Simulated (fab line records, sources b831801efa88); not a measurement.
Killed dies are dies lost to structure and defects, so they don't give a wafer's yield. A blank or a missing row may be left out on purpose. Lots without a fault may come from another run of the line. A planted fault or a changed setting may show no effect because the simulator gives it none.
fab line records | flow gf180mcu
record lots=5 wafers=15 last_day=33
route steps=602 shown M4@457 V4@476
lots that met no fault: from a run of the same line without faults
start_h: hours from the record's first day to the start of the lot's first wafer shown | wait_h: hours since the lot's step before | " the same as in the row above | L1.1+2: a row that stands for several wafers | - no value, or no start given | * or withheld: withheld | < > ~ a bound
route shown NAME@n: a module of which the file shows steps, and the number in the route of the first | usual: mean/standard deviation of fault-free wafers | same: alike in all rows | chamber/n: place in a boat | sites: the reading at each site | _std_site: their standard deviation | _edge_site: outer sites' mean less inner sites' | radius_mm: how far each site lies from the wafer's centre | mask NAME#n: copy n | behind: the tool/chamber that last shaped the wafer | hold: why the lot was held/for how many hours/how that ended | device: the transistor (n, p or np) that didn't switch | end of line: the same wafers' tests at the end of the route | a step without rows: its recipe alone | killed: dies lost to structure and defects at the first sort, not the wafer's yield | map: a wafer's dies, x killed, . not, _ none there
set.NAME: the setting as run; set.NAME@STEP: as run at that earlier step | model.NAME: the simulator's own value behind a step, which no gauge read
lots at some steps of the route; a table a step, a row a wafer
services: from which hour (start_h, from the record's first day; less than 0 if before it) a tool's chamber was out of use, for how many hours, and why
## steps
# step GF_M4_SPUTTER_01
# recipe material=TiN target_thk_nm=30 power_w=6500 time_s=25 chamber_pressure_pa=0.4
# usual throttle_valve_pct=30.3/0.91
# columns lot.wafer tool chamber start_h wait_h throttle_valve_pct
L074.1 pvd_sputter-01 - 515.29 0.1 30.9
L074.3 " - " " 31.6
L074.4 " - " " 31.6
L075.3 pvd_sputter-04 - 524.27 0.1 30.2
L075.4 " - " " 29.5
L075.6 " - " " 29.6
L083.1 pvd_sputter-01 - 590.05 0.1 29.6
L083.4 " - " " 31.4
L083.5 " - " " 29.6
L084.1 pvd_sputter-04 - 601.69 0.1 30.2
L084.2 " - " " 30.1
L084.4 " - " " 30.3
L090.2 pvd_sputter-02 - 649.37 0.1 31.7
L090.3 " - " " 29.8
L090.6 " - " " 29.8
# step GF_M4_SPUTTER_02
# recipe material=AlCu target_thk_nm=450 power_w=10600 time_s=23.9 chamber_pressure_pa=0.4
# usual throttle_valve_pct=30.3/0.91
# columns lot.wafer tool chamber start_h wait_h throttle_valve_pct
L074.1 pvd_sputter-01 - 515.32 0.0 31.3
L074.3 " - " " 31.5
L074.4 " - " " 31.5
L075.3 pvd_sputter-04 - 524.30 0.0 30.4
L075.4 " - " " 29.7
L075.6 " - " " 29.8
L083.1 pvd_sputter-01 - 590.09 0.0 29.6
L083.4 " - " " 31.6
L083.5 " - " " 29.2
L084.1 pvd_sputter-04 - 601.72 0.0 30.2
L084.2 " - " " 30.1
L084.4 " - " " 30.3
L090.2 pvd_sputter-02 - 649.40 0.0 31.7
L090.3 " - " " 30.0
L090.6 " - " " 29.9
# step GF_M4_SPUTTER_03
# recipe material=Ti target_thk_nm=10 substrate_temp_c=300 chamber_pressure_pa=0.3 power_w=3000 time_s=6.7
# usual throttle_valve_pct=30.3/0.91
# columns lot.wafer tool chamber start_h wait_h throttle_valve_pct
L074.1 pvd_sputter-01 - 515.35 0.0 30.8
L074.3 " - " " 31.6
L074.4 " - " " 31.6
L075.3 pvd_sputter-04 - 524.33 0.0 30.1
L075.4 " - " " 29.5
L075.6 " - " " 29.6
L083.1 pvd_sputter-01 - 590.12 0.0 29.7
L083.4 " - " " 31.4
L083.5 " - " " 29.8
L084.1 pvd_sputter-04 - 601.75 0.0 30.4
L084.2 " - " " 30.5
L084.4 " - " " 30.3
L090.2 pvd_sputter-02 - 649.43 0.0 31.6
L090.3 " - " " 29.7
L090.6 " - " " 30.3
# step GF_M4_SPUTTER_04
# recipe material=TiN target_thk_nm=50 power_w=6500 time_s=41.7 chamber_pressure_pa=0.4
# usual throttle_valve_pct=30.3/0.91
# columns lot.wafer tool chamber start_h wait_h throttle_valve_pct
L074.1 pvd_sputter-01 - 515.37 0.0 30.9
L074.3 " - " " 31.7
L074.4 " - " " 31.6
L075.3 pvd_sputter-04 - 524.36 0.0 30.0
L075.4 " - " " 29.6
L075.6 " - " " 29.4
L083.1 pvd_sputter-01 - 590.14 0.0 29.6
L083.4 " - " " 31.5
L083.5 " - " " 29.7
L084.1 pvd_sputter-04 - 601.77 0.0 30.4
L084.2 " - " " 30.3
L084.4 " - " " 30.4
L090.2 pvd_sputter-02 - 649.45 0.0 31.9
L090.3 " - " " 30.1
L090.6 " - " " 29.8
# step GF_M4_RS_MEAS_05
# recipe thk_meas_gauge=four-point-probe reads=TiN_of_M4_SPUTTER_04+Ti_of_M4_SPUTTER_03+AlCu_of_M4_SPUTTER_02+TiN_of_M4_SPUTTER_01+Ti_of_M4_SPUTTER_00
# usual M4_ALCU_RS=0.0695/0.00067
# columns lot.wafer tool chamber start_h wait_h M4_ALCU_RS[ohm/sq]
L074.1 film_metro-02 - 515.41 0.0 0.0684
L074.3 " - " " 0.0691
L074.4 " - " " 0.0683
L075.3 film_metro-02 - 524.44 0.1 0.0693
L075.4 " - " " 0.0697
L075.6 " - " " 0.0698
L083.1 film_metro-02 - 590.18 0.0 0.0691
L083.4 " - " " 0.0693
L083.5 " - " " 0.0693
L084.1 film_metro-03 - 601.81 0.0 0.0694
L084.2 " - " " 0.0693
L084.4 " - " " 0.0697
L090.2 film_metro-02 - 649.51 0.0 0.0701
L090.3 " - " " 0.0694
L090.6 " - " " 0.0697
# step GF_M4_THK_MEAS_06
# recipe thk_meas_gauge=xrf reads=AlCu_of_M4_SPUTTER_02
# usual M4_ALCU_THK=448/5.1
# columns lot.wafer tool chamber start_h wait_h M4_ALCU_THK[nm]
L074.1 film_metro-02 - 515.53 0.1 455
L074.3 " - " " 450
L074.4 " - " " 457
L075.3 film_metro-02 - 524.54 0.1 450
L075.4 " - " " 450
L075.6 " - " " 447
L083.1 film_metro-02 - 590.30 0.1 453
L083.4 " - " " 450
L083.5 " - " " 452
L084.1 film_metro-03 - 601.93 0.1 451
L084.2 " - " " 455
L084.4 " - " " 451
L090.2 film_metro-02 - 649.62 0.1 444
L090.3 " - " " 448
L090.6 " - " " 448
# step GF_M4_DEHYDRATE_07
# recipe temp_c=201.3 time_s=60
# columns lot.wafer tool chamber start_h wait_h
L074.1+3+4 litho_track-04 0 526.61 11.1
L075.3+4+6 litho_track-03 0 535.17 10.6
L083.1+4+5 litho_track-01 0 600.35 10.0
L084.1+2+4 litho_track-03 0 611.62 9.7
L090.2+3+6 litho_track-03 0 658.74 9.1
# step GF_M4_HMDS_08
# recipe prime_time_s=60 prime_temp_c=120
# columns lot.wafer tool chamber start_h wait_h
L074.1+3+4 litho_track-04 0 526.76 0.1
L075.3+4+6 litho_track-03 0 535.32 0.1
L083.1+4+5 litho_track-01 0 600.50 0.1
L084.1+2+4 litho_track-03 0 611.77 0.1
L090.2+3+6 litho_track-03 0 658.89 0.1
# step GF_M4_COAT_09
# recipe resist=KrF spin_rpm=withheld resist_thk_nm=1000
# columns lot.wafer tool chamber start_h wait_h
L074.1+3+4 litho_track-04 0 526.91 0.1
L075.3+4+6 litho_track-03 0 535.47 0.1
L083.1+4+5 litho_track-01 0 600.65 0.1
L084.1+2+4 litho_track-03 0 611.92 0.1
L090.2+3+6 litho_track-03 0 659.04 0.1
# step GF_M4_SOFTBAKE_10
# recipe temp_c=130 time_s=60 resist=KrF
# columns lot.wafer tool chamber start_h wait_h
L074.1+3+4 litho_track-04 0 527.06 0.1
L075.3+4+6 litho_track-03 0 535.62 0.1
L083.1+4+5 litho_track-01 0 600.80 0.1
L084.1+2+4 litho_track-03 0 612.07 0.1
L090.2+3+6 litho_track-03 0 659.19 0.1
# step GF_M4_EXPOSE_11
# recipe mask_id=Metal4 target_cd_nm=280 na=0.68 source_shape=conventional sigma_outer=0.6 dose_mj=28
# usual reticle_temp_C=22.98/0.11
# same sigma_outer=0.6
# columns lot.wafer tool chamber start_h wait_h mask reticle_temp_C
L074.1 krf_scanner-02 0 - - Metal4#0 22.97
L074.3 " 0 " " Metal4#0 22.99
L074.4 " 0 " " Metal4#0 22.97
L075.3 krf_scanner-02 0 - - Metal4#0 22.91
L075.4 " 0 " " Metal4#0 22.96
L075.6 " 0 " " Metal4#0 22.92
L083.1 krf_scanner-02 0 - - Metal4#0 23.01
L083.4 " 0 " " Metal4#0 22.91
L083.5 " 0 " " Metal4#0 22.77
L084.1 krf_scanner-02 0 - - Metal4#0 22.90
L084.2 " 0 " " Metal4#0 23.20
L084.4 " 0 " " Metal4#0 23.10
L090.2 krf_scanner-02 0 - - Metal4#0 22.93
L090.3 " 0 " " Metal4#0 23.01
L090.6 " 0 " " Metal4#0 22.93
# step GF_M4_PEB_12
# recipe peb_temp_c=135 peb_time_s=90 resist=KrF
# columns lot.wafer tool chamber start_h wait_h
L074.1+3+4 litho_track-04 0 - -
L075.3+4+6 litho_track-03 0 - -
L083.1+4+5 litho_track-04 0 - -
L084.1+2+4 litho_track-04 0 - -
L090.2+3+6 litho_track-03 0 - -
# step GF_M4_DEVELOP_13
# recipe develop_time_s=60 dev_temp_c=21
# columns lot.wafer tool chamber start_h wait_h
L074.1+3+4 litho_track-04 0 538.31 0.2
L075.3+4+6 litho_track-03 0 546.97 0.1
L083.1+4+5 litho_track-04 0 610.81 0.2
L084.1+2+4 litho_track-04 0 622.36 0.2
L090.2+3+6 litho_track-03 0 668.64 0.2
# step GF_M4_CD_MEAS_14
# recipe target_cd_nm=280
# usual cd_nm=279.9/1
# columns lot.wafer tool chamber start_h wait_h cd_nm
L074.1 cd_sem-02 - 538.46 0.1 278.5
L074.3 " - " " 279.0
L074.4 " - " " 279.0
L075.3 cd_sem-02 - 547.11 0.1 280.0
L075.4 " - " " 280.9
L075.6 " - " " 280.7
L083.1 cd_sem-01 - 610.96 0.1 279.9
L083.4 " - " " 279.8
L083.5 " - " " 280.8
L084.1 cd_sem-02 - 622.51 0.1 278.7
L084.2 " - " " 280.1
L084.4 " - " " 279.9
L090.2 cd_sem-01 - 668.79 0.1 279.9
L090.3 " - " " 280.5
L090.6 " - " " 279.9
# step GF_M4_OVL_MEAS_15
# usual M4_OVL=0/6
# columns lot.wafer tool chamber start_h wait_h M4_OVL[nm]
L074.1 overlay-02 - 538.58 0.1 8
L074.3 " - " " 18
L074.4 " - " " -5
L075.3 overlay-01 - 547.20 0.1 10
L075.4 " - " " 5
L075.6 " - " " -1
L083.1 overlay-01 - 611.08 0.1 -10
L083.4 " - " " -2
L083.5 " - " " -5
L084.1 overlay-02 - 622.63 0.1 4
L084.2 " - " " 1
L084.4 " - " " -7
L090.2 overlay-02 - 668.89 0.1 6
L090.3 " - " " -5
L090.6 " - " " 3
# step GF_M4_METAL_ETCH_16
# recipe chemistry=Cl2/BCl3 mask_material=KrF target_depth_nm=627.5 stop_on=SiO2 pressure_mtorr=8 icp_w=800 bias_w=140 Cl2_flow_sccm=80 bcl3_flow_sccm=40 time_s=104.6
# usual chamber_pressure_mTorr=8.000/0.0073 drypump_motor_current_A=5.7/0.49 oes_product_au=0.971/0.0062 throttle_valve_pct=28.249/0.01
# columns lot.wafer tool chamber start_h wait_h chamber_pressure_mTorr drypump_motor_current_A oes_product_au rf_hours_counter_h throttle_valve_pct
L074.1 rie_metal-04 0 538.62 0.0 8.008 5.2 0.978 13 28.225
L074.3 " 1 " " 8.002 6.1 0.964 - 28.251
L074.4 " 0 " " 7.988 5.3 0.982 - 28.255
L075.3 rie_metal-04 1 547.26 0.1 8.001 6.1 0.978 - 28.247
L075.4 " 0 " " 8.004 5.2 0.974 - 28.266
L075.6 " 0 " " 8.002 5.2 0.968 - 28.251
L083.1 rie_metal-02 1 611.12 0.0 8.003 5.1 0.967 1 28.242
L083.4 " 1 " " 7.997 5.1 0.971 - 28.247
L083.5 " 1 " " 7.989 5.1 0.971 - 28.238
L084.1 rie_metal-04 0 622.67 0.0 8.010 5.2 0.977 1 28.246
L084.2 " 1 " " 8.009 6.1 0.975 4 28.248
L084.4 " 0 " " 8.000 5.2 0.967 - 28.257
L090.2 rie_metal-02 1 668.92 0.0 7.997 5.1 0.975 3 28.255
L090.3 " 1 " " 8.006 5.1 0.977 - 28.245
L090.6 " 0 " " 8.001 5.9 0.969 - 28.252
# step GF_M4_STRIP_17
# recipe chemistry=O2/N2 power_w=1400 pressure_mtorr=1453 platen_temp_c=250 o2_flow_sccm=3000 n2_flow_sccm=300 overash_fraction=0.5
# usual chamber_pressure_mTorr=1453.1/1.2 drypump_motor_current_A=5.6/0.34 heater_power_w=330/26 oes_product_au=0.557/0.0048 strip_time_to_endpoint_s=7.94/0.035
# columns lot.wafer tool chamber start_h wait_h chamber_pressure_mTorr drypump_motor_current_A heater_power_w oes_product_au rf_hours_counter_h strip_time_to_endpoint_s
L074.1 plasma_asher-02 1 538.73 0.1 1455.0 5.7 287 0.557 43 7.91
L074.3 " 1 " " 1454.0 5.7 280 0.556 - 7.93
L074.4 " 0 " " 1453.2 5.9 290 0.559 - 7.91
L075.3 plasma_asher-01 0 547.37 0.1 1452.6 5.8 339 0.560 - 7.92
L075.4 " 1 " " 1453.3 5.2 341 0.563 - 7.91
L075.6 " 0 " " 1454.4 5.8 350 0.556 - 7.91
L083.1 plasma_asher-02 0 611.23 0.1 1452.9 5.9 304 0.552 52 7.97
L083.4 " 0 " " 1454.4 5.9 289 0.556 - 7.91
L083.5 " 0 " " 1452.9 5.9 301 0.561 - 7.93
L084.1 plasma_asher-01 0 622.78 0.1 1453.3 5.8 354 0.559 18 7.92
L084.2 " 1 " " 1452.7 5.2 345 0.555 18 7.95
L084.4 " 0 " " 1452.0 5.8 349 0.555 - 7.90
L090.2 plasma_asher-02 1 669.04 0.1 1453.5 5.6 284 0.556 58 7.92
L090.3 " 1 " " 1453.1 5.6 288 0.556 - 7.89
L090.6 " 1 " " 1453.0 5.7 281 0.559 - 7.92
# step GF_M4_STRIP_18
# recipe chemistry=post_etch_residue_remover time_s=1200 temp_c=72.5
# columns lot.wafer tool chamber start_h wait_h
L074.1+3+4 wet_bench-03 2 538.83 0.1
L075.3+4+6 wet_bench-02 2 547.44 0.0
L083.1+4+5 wet_bench-02 1 611.33 0.1
L084.1+2+4 wet_bench-02 3 622.88 0.1
L090.2+3+6 wet_bench-04 3 669.14 0.1
# step GF_M4_CLEAN_19
# recipe chemistry=DIW dry=n2_spin
# columns lot.wafer tool chamber start_h wait_h
L074.1+3+4 wet_bench-03 3 539.20 0.0
L075.3+4+6 wet_bench-04 2 547.78 0.0
L083.1+4+5 wet_bench-04 0 611.70 0.0
L084.1+2+4 wet_bench-03 0 623.22 0.0
L090.2+3+6 wet_bench-02 2 669.48 0.0
# step GF_V4_CVD_00
# recipe material=SiO2 target_thk_nm=600 sigma_open_frac=0.3 temp_c=400 time_s=100 sih4_flow_sccm=60 pressure_mtorr=6
# usual pressure_mtorr=6.001/0.012 sih4_flow_sccm=60.02/0.17
# columns lot.wafer tool chamber start_h wait_h pressure_mtorr sih4_flow_sccm
L074.1 hdpcvd-02 0 539.30 0.0 6.009 60.09
L074.3 " 2 " " 6.006 60.11
L074.4 " 2 " " 5.994 59.65
L075.3 hdpcvd-02 1 547.88 0.0 6.002 59.87
L075.4 " 1 " " 5.988 60.04
L075.6 " 2 " " 6.009 60.20
L083.1 hdpcvd-01 0 611.81 0.0 6.015 59.91
L083.4 " 1 " " 6.010 59.91
L083.5 " 2 " " 5.995 59.55
L084.1 hdpcvd-02 0 623.31 0.0 5.991 60.07
L084.2 " 2 " " 6.014 60.05
L084.4 " 2 " " 5.986 60.08
L090.2 hdpcvd-02 1 669.57 0.0 6.006 59.75
L090.3 " 0 " " 6.036 59.85
L090.6 " 0 " " 6.009 60.24
# step GF_V4_THK_MEAS_01
# recipe reads=SiO2_of_V4_CVD_00
# usual V4_CVD_00_THK=600/5.3
# columns lot.wafer tool chamber start_h wait_h V4_CVD_00_THK[nm]
L074.1 film_metro-01 - 539.38 0.0 600
L074.3 " - " " 601
L074.4 " - " " 602
L075.3 film_metro-04 - 547.97 0.1 601
L075.4 " - " " 600
L075.6 " - " " 603
L083.1 film_metro-03 - 611.88 0.0 593
L083.4 " - " " 595
L083.5 " - " " 592
L084.1 film_metro-01 - 623.39 0.0 600
L084.2 " - " " 607
L084.4 " - " " 608
L090.2 film_metro-03 - 669.65 0.0 605
L090.3 " - " " 603
L090.6 " - " " 604
# step GF_V4_CVD_02
# recipe material=SiO2 target_thk_nm=850 precursor=TEOS temp_c=400 time_s=94.851 rf_w=600
# usual heater_power_w=664/110
# columns lot.wafer tool chamber start_h wait_h heater_power_w
L074.1 pecvd-03 2 539.44 0.1 788
L074.3 " 0 " " 733
L074.4 " 1 " " 654
L075.3 pecvd-02 0 548.01 0.0 721
L075.4 " 2 " " 530
L075.6 " 1 " " 668
L083.1 pecvd-01 0 611.94 0.1 470
L083.4 " 1 " " 624
L083.5 " 2 " " 615
L084.1 pecvd-01 0 623.45 0.1 423
L084.2 " 1 " " 777
L084.4 " 2 " " 708
L090.2 pecvd-01 0 669.70 0.0 485
L090.3 " 2 " " 622
L090.6 " 0 " " 509
# step GF_V4_THK_MEAS_03
# recipe reads=SiO2_of_V4_CVD_02
# usual V4_CVD_02_THK=851/11
# columns lot.wafer tool chamber start_h wait_h V4_CVD_02_THK[nm]
L074.1 film_metro-04 - 539.51 0.0 834
L074.3 " - " " 833
L074.4 " - " " 849
L075.3 film_metro-01 - 548.10 0.1 831
L075.4 " - " " 838
L075.6 " - " " 846
L083.1 film_metro-01 - 612.01 0.0 851
L083.4 " - " " 858
L083.5 " - " " 870
L084.1 film_metro-04 - 623.52 0.0 858
L084.2 " - " " 851
L084.4 " - " " 874
L090.2 film_metro-04 - 669.78 0.0 840
L090.3 " - " " 864
L090.6 " - " " 859
# step GF_V4_CMP_04
# recipe material=SiO2 down_force_psi=4 platen_rpm=60 pad_velocity_m_s=0.94248
# usual motor_current_A=12.0/0.96 time_to_endpoint_s=81/4.8
# columns lot.wafer tool chamber start_h wait_h motor_current_A time_to_endpoint_s
L074.1 cmp-01 0 539.57 0.1 10.6 79
L074.4 " 2 " " 13.0 81
L074.3 " 3 " " 10.6 75
L075.4 cmp-02 0 548.14 0.0 12.6 75
L075.3 " 1 " " 12.4 74
L075.6 " 1 " " 13.0 79
L083.1 cmp-02 3 612.07 0.1 11.1 79
L083.4 " 2 " " 12.2 79
L083.5 " 0 " " 13.1 84
L084.1 cmp-02 1 623.63 0.1 13.0 81
L084.2 " 2 " " 12.6 76
L084.4 " 3 " " 9.7 87
L090.3 cmp-02 1 669.93 0.1 12.5 90
L090.2 " 2 " " 12.0 78
L090.6 " 0 " " 12.5 85
# step GF_V4_BOW_MEAS_05
# recipe mode=bow
# usual V4_BOW=134/8.4
# columns lot.wafer tool chamber start_h wait_h V4_BOW[um]
L074.1 film_metro-04 - 539.87 0.2 149
L074.3 " - " " 140
L074.4 " - " " 153
L075.3 film_metro-03 - 548.48 0.2 144
L075.4 " - " " 143
L075.6 " - " " 136
L083.1 film_metro-03 - 612.37 0.2 141
L083.4 " - " " 135
L083.5 " - " " 136
L084.1 film_metro-04 - 623.88 0.2 118
L084.2 " - " " 129
L084.4 " - " " 148
L090.2 film_metro-04 - 670.15 0.1 137
L090.3 " - " " 139
L090.6 " - " " 132
# step GF_V4_DEHYDRATE_06
# recipe temp_c=200 time_s=60
# columns lot.wafer tool chamber start_h wait_h
L074.1+3+4 litho_track-02 0 550.80 10.9
L075.3+4+6 litho_track-01 0 558.95 10.4
L083.1+4+5 litho_track-02 0 622.80 10.4
L084.1+2+4 litho_track-03 0 633.62 9.7
L090.2+3+6 litho_track-01 0 679.52 9.3
# step GF_V4_HMDS_07
# recipe prime_time_s=60 prime_temp_c=120
# columns lot.wafer tool chamber start_h wait_h
L074.1+3+4 litho_track-02 0 550.95 0.1
L075.3+4+6 litho_track-01 0 559.10 0.1
L083.1+4+5 litho_track-02 0 622.95 0.1
L084.1+2+4 litho_track-03 0 633.77 0.1
L090.2+3+6 litho_track-01 0 679.67 0.1
# step GF_V4_COAT_08
# recipe resist=BARC temp_c=withheld time_s=withheld spin_rpm=withheld resist_thk_nm=withheld
# columns lot.wafer tool chamber start_h wait_h
L074.1+3+4 litho_track-02 0 551.10 0.1
L075.3+4+6 litho_track-01 0 559.25 0.1
L083.1+4+5 litho_track-02 0 623.10 0.1
L084.1+2+4 litho_track-03 0 633.92 0.1
L090.2+3+6 litho_track-01 0 679.82 0.1
# step GF_V4_COAT_09
# recipe resist=KrF spin_rpm=withheld resist_thk_nm=1000
# columns lot.wafer tool chamber start_h wait_h
L074.1+3+4 litho_track-02 0 - -
L075.3+4+6 litho_track-01 0 - -
L083.1+4+5 litho_track-02 0 - -
L084.1+2+4 litho_track-03 0 - -
L090.2+3+6 litho_track-01 0 - -
# step GF_V4_SOFTBAKE_10
# recipe temp_c=130 time_s=60 resist=KrF
# columns lot.wafer tool chamber start_h wait_h
L074.1+3+4 litho_track-02 0 - -
L075.3+4+6 litho_track-01 0 - -
L083.1+4+5 litho_track-02 0 - -
L084.1+2+4 litho_track-03 0 - -
L090.2+3+6 litho_track-01 0 - -
# step GF_V4_EXPOSE_11
# recipe mask_id=Via4 target_cd_nm=260 na=0.68 source_shape=conventional sigma_outer=0.6 dose_mj=38
# usual reticle_temp_C=22.98/0.1
# same sigma_outer=0.6
# columns lot.wafer tool chamber start_h wait_h mask reticle_temp_C
L074.1 krf_scanner-02 0 - - Via4#0 22.97
L074.3 " 0 " " Via4#0 22.93
L074.4 " 0 " " Via4#0 22.91
L075.3 krf_scanner-01 0 - - Via4#0 22.97
L075.4 " 0 " " Via4#0 22.84
L075.6 " 0 " " Via4#0 23.02
L083.1 krf_scanner-02 0 - - Via4#0 22.94
L083.4 " 0 " " Via4#0 23.01
L083.5 " 0 " " Via4#0 22.89
L084.1 krf_scanner-01 0 - - Via4#0 22.92
L084.2 " 0 " " Via4#0 22.93
L084.4 " 0 " " Via4#0 22.90
L090.2 krf_scanner-02 0 - - Via4#0 23.01
L090.3 " 0 " " Via4#0 23.10
L090.6 " 0 " " Via4#0 22.86
# step GF_V4_PEB_12
# recipe peb_temp_c=135 peb_time_s=90 resist=KrF
# columns lot.wafer tool chamber start_h wait_h
L074.1+3+4 litho_track-01 0 - -
L075.3+4+6 litho_track-03 0 - -
L083.1+4+5 litho_track-03 0 - -
L084.1+2+4 litho_track-03 0 - -
L090.2+3+6 litho_track-03 0 - -
# step GF_V4_DEVELOP_13
# recipe develop_time_s=60 resist=KrF dev_temp_c=21
# columns lot.wafer tool chamber start_h wait_h
L074.1+3+4 litho_track-01 0 562.30 0.2
L075.3+4+6 litho_track-03 0 570.52 0.1
L083.1+4+5 litho_track-03 0 633.47 0.2
L084.1+2+4 litho_track-03 0 644.07 0.2
L090.2+3+6 litho_track-03 0 689.24 0.2
# step GF_V4_CD_MEAS_14
# recipe target_cd_nm=260
# usual cd_nm=260.2/1.1
# columns lot.wafer tool chamber start_h wait_h cd_nm
L074.1 cd_sem-02 - 562.45 0.1 260.4
L074.3 " - " " 261.4
L074.4 " - " " 259.4
L075.3 cd_sem-02 - 570.66 0.1 258.7
L075.4 " - " " 259.1
L075.6 " - " " 259.2
L083.1 cd_sem-02 - 633.62 0.1 261.4
L083.4 " - " " 262.9
L083.5 " - " " 260.6
L084.1 cd_sem-02 - 644.22 0.1 258.3
L084.2 " - " " 258.6
L084.4 " - " " 258.7
L090.2 cd_sem-01 - 689.39 0.1 259.5
L090.3 " - " " 260.5
L090.6 " - " " 259.8
# step GF_V4_OVL_MEAS_15
# usual V4_OVL=-2/5.3
# columns lot.wafer tool chamber start_h wait_h V4_OVL[nm]
L074.1 overlay-02 - 562.57 0.1 2
L074.3 " - " " 6
L074.4 " - " " 1
L075.3 overlay-01 - 570.75 0.1 -2
L075.4 " - " " -9
L075.6 " - " " -10
L083.1 overlay-01 - 633.74 0.1 -5
L083.4 " - " " -8
L083.5 " - " " 1
L084.1 overlay-01 - 644.34 0.1 4
L084.2 " - " " -2
L084.4 " - " " -3
L090.2 overlay-01 - 689.49 0.1 1
L090.3 " - " " -6
L090.6 " - " " 2
# step GF_V4_ETCH_16
# recipe chemistry=N2/H2 target_depth_a=withheld overetch_a=withheld time_s=withheld target=BARC ion_energy_ev=200 source_w=500 bias_w=100 pressure_mtorr=30 n2_flow_sccm=100 h2_flow_sccm=200
# usual chamber_pressure_mTorr=30.001/0.027 drypump_motor_current_A=5.7/0.64 oes_product_au=0.854/0.0048 throttle_valve_pct=13.225/0.0087
# columns lot.wafer tool chamber start_h wait_h chamber_pressure_mTorr drypump_motor_current_A oes_product_au throttle_valve_pct
L074.1 rie_diel-01 0 562.60 0.0 29.929 5.5 0.857 13.227
L074.3 " 1 " " 30.014 5.0 0.846 13.234
L074.4 " 2 " " 29.983 4.8 0.856 13.215
L075.3 rie_diel-03 0 570.77 0.0 30.036 5.3 0.863 13.215
L075.4 " 2 " " 29.950 5.4 0.851 13.239
L075.6 " 1 " " 30.006 5.8 0.852 13.215
L083.1 rie_diel-01 3 633.77 0.0 30.043 5.0 0.846 13.228
L083.4 " 0 " " 29.979 5.5 0.854 13.225
L083.5 " 1 " " 30.001 5.0 0.861 13.213
L084.1 rie_diel-02 1 644.37 0.0 30.034 6.4 0.851 13.217
L084.2 " 2 " " 30.003 6.1 0.848 13.233
L084.4 " 0 " " 30.002 6.6 0.858 13.236
L090.2 rie_diel-01 0 689.52 0.0 30.015 5.6 0.854 13.226
L090.3 " 3 " " 29.974 5.0 0.860 13.233
L090.6 " 0 " " 30.004 5.5 0.862 13.226
# step GF_V4_ETCH_17
# recipe chemistry=C4F8/O2/Ar mask_material=KrF target=SiO2 stop_on=TiN source_w=1500 bias_w=1200 pressure_mtorr=40 c4f8_flow_sccm=withheld O2_flow_sccm=6 Ar_flow_sccm=300 time_s=withheld target_depth_a=6300
# usual chamber_pressure_mTorr=40.00/0.036 oes_product_au=0.856/0.0047
# columns lot.wafer tool chamber start_h wait_h chamber_pressure_mTorr oes_product_au
L074.1 rie_diel-01 0 - - 40.04 0.849
L074.3 " 1 " " 40.06 0.852
L074.4 " 2 " " 40.05 0.852
L075.3 rie_diel-03 0 - - 39.92 0.864
L075.4 " 2 " " 39.97 0.861
L075.6 " 1 " " 39.95 0.860
L083.1 rie_diel-01 3 - - 40.00 0.859
L083.4 " 0 " " 39.92 0.866
L083.5 " 1 " " 39.99 0.854
L084.1 rie_diel-02 1 - - 40.04 0.853
L084.2 " 2 " " 39.99 0.854
L084.4 " 0 " " 40.02 0.846
L090.2 rie_diel-01 0 - - 40.01 0.853
L090.3 " 3 " " 39.99 0.865
L090.6 " 0 " " 40.02 0.848
# step GF_V4_STRIP_18
# recipe chemistry=O2/N2 power_w=1400 pressure_mtorr=1500 platen_temp_c=250 o2_flow_sccm=3000 n2_flow_sccm=300 overash_fraction=0.5
# usual chamber_pressure_mTorr=1499.8/1.3 drypump_motor_current_A=5.9/0.46 heater_power_w=303/20 oes_product_au=0.593/0.004
# columns lot.wafer tool chamber start_h wait_h chamber_pressure_mTorr drypump_motor_current_A heater_power_w oes_product_au rf_hours_counter_h
L074.1 plasma_asher-02 1 562.73 - 1499.8 5.7 293 0.582 46
L074.3 " 1 " " 1499.5 5.7 287 0.595 -
L074.4 " 0 " " 1499.3 5.9 300 0.594 -
L075.3 plasma_asher-02 0 570.94 - 1500.7 5.9 300 0.589 -
L075.4 " 1 " " 1497.9 5.6 284 0.592 -
L075.6 " 1 " " 1501.9 5.7 291 0.590 -
L083.1 plasma_asher-02 0 633.90 - 1500.5 5.9 293 0.598 54
L083.4 " 1 " " 1500.0 5.7 288 0.598 -
L083.5 " 0 " " 1501.9 5.9 295 0.594 -
L084.1 plasma_asher-02 1 644.50 - 1498.3 5.6 278 0.595 55
L084.2 " 0 " " 1503.0 5.9 292 0.589 55
L084.4 " 0 " " 1500.7 5.9 288 0.588 -
L090.2 plasma_asher-04 0 689.65 - 1499.6 6.7 309 0.594 104
L090.3 " 1 " " 1500.6 5.5 297 0.592 -
L090.6 " 1 " " 1499.1 5.5 292 0.594 -
# step GF_V4_STRIP_19
# recipe chemistry=post_etch_residue_remover time_s=1200 temp_c=72.5
# columns lot.wafer tool chamber start_h wait_h
L074.1+3+4 wet_bench-04 0 562.83 0.1
L075.3+4+6 wet_bench-01 2 571.00 0.0
L083.1+4+5 wet_bench-01 3 634.00 0.1
L084.1+2+4 wet_bench-02 0 644.60 0.1
L090.2+3+6 wet_bench-01 0 689.75 0.1
# step GF_V4_CLEAN_20
# recipe chemistry=DIW dry=n2_spin
# columns lot.wafer tool chamber start_h wait_h
L074.1+3+4 wet_bench-02 2 563.17 0.0
L075.3+4+6 wet_bench-04 3 571.35 0.0
L083.1+4+5 wet_bench-04 2 634.34 0.0
L084.1+2+4 wet_bench-04 0 644.94 0.0
L090.2+3+6 wet_bench-02 2 690.16 0.0
## services
# columns tool chamber start_h hours kind
cmp-02 - 494.01 0.5 repair
krf_scanner-02 - 494.51 0.8 pm
cmp-02 - 499.93 7.0 pm
pvd_sputter-04 - 506.16 4.1 repair
rie_metal-04 1 514.41 16.2 repair
cmp-02 - 516.81 4.7 pm
hdpcvd-02 0 518.80 5.8 repair
pvd_sputter-02 - 528.27 2.2 repair
pecvd-01 - 541.16 0.7 repair
wet_bench-03 - 546.59 1.9 pm
plasma_asher-02 - 558.32 2.8 repair
pvd_sputter-04 - 558.58 0.7 repair
rie_diel-01 1 567.61 1.7 repair
rie_diel-01 - 570.70 1.3 repair
cmp-02 - 572.13 4.0 pm
krf_scanner-02 - 585.89 1.3 pm
krf_scanner-02 - 599.35 1.0 pm
krf_scanner-02 - 617.93 1.5 repair
pvd_sputter-04 - 625.58 2.8 repair
pvd_sputter-04 - 637.99 2.0 repair
cmp-02 - 649.50 0.3 repair
pvd_sputter-04 - 657.92 4.0 repair
hdpcvd-02 - 660.05 1.0 repair
krf_scanner-02 - 663.31 0.8 pm
## key
fault none
